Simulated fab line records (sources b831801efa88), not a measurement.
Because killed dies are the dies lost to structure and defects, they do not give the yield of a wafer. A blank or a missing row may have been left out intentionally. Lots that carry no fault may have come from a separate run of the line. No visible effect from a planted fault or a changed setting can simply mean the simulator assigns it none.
The tool behind it: which one? / flow gf180mcu / 18 wafers from 6 lots sampled at 2 of the route's 602 steps

== WHAT THE GAUGES SHOWED, per wafer ==
GF_MVPSD_OVL_MEAS_07.
lot=L626; measured=day 5 10:04; on=overlay-02; MVPSD_OVL (nm)=-2.7 -1.3 -1.9
lot=L628; measured=day 5 19:51; on=overlay-01; MVPSD_OVL (nm)=0.8 -0.4 -0.6
lot=L631; measured=day 6 13:14; on=overlay-02; MVPSD_OVL (nm)=0.6 -1.6 0.4
lot=L635; measured=day 7 12:10; on=overlay-01; MVPSD_OVL (nm)=1.0 0.5 -0.6
lot=L641; measured=day 8 23:37; on=overlay-02; MVPSD_OVL (nm)=-0.4 -2.2 0.3
lot=L648; measured=day 10 19:07; on=overlay-01; MVPSD_OVL (nm)=-2.5 -0.7 -0.8

== WHAT TOOL EACH LOT RAN ON (gives the tool, then ch and the chambers of the sampled wafers, and finally the start) ==
lot=L626; GF_MVPSD_EXPOSE_04=iline stepper-01 ch 0, day 5 02:59
lot=L628; GF_MVPSD_EXPOSE_04=iline stepper-01 ch 0, day 5 12:41
lot=L631; GF_MVPSD_EXPOSE_04=iline stepper-01 ch 0, day 6 05:43
lot=L635; GF_MVPSD_EXPOSE_04=iline stepper-02 ch 0, day 7 05:01
lot=L641; GF_MVPSD_EXPOSE_04=iline stepper-01 ch 0, day 8 15:17
lot=L648; GF_MVPSD_EXPOSE_04=iline stepper-01 ch 0, day 10 10:23
- GF_MVPSD_EXPOSE_04: exposes mask MVPSD, target cd 1000 nm.

== THE ANSWER, worked out from the rows above alone ==
Rule: what is usual is taken from the lots themselves. The widest of any qualifying gaps counts: lots, ordered by their means at a reading, are off when they make up no more than a third of the lots, leave a main group of 4 or more, and stand apart from it by 3 or more times the standard deviation of that group's means. Not used: any main group whose means are identical at the precision the tables above print for the reading. Also off: a lot with no number at a reading for which 4 or more lots have one. Where the step has rows for the other lots, those lots are counted as sound.
No lot is off at any reading shown: from this, nothing can be told.

== WHAT THE SIMULATOR PUT IN ==
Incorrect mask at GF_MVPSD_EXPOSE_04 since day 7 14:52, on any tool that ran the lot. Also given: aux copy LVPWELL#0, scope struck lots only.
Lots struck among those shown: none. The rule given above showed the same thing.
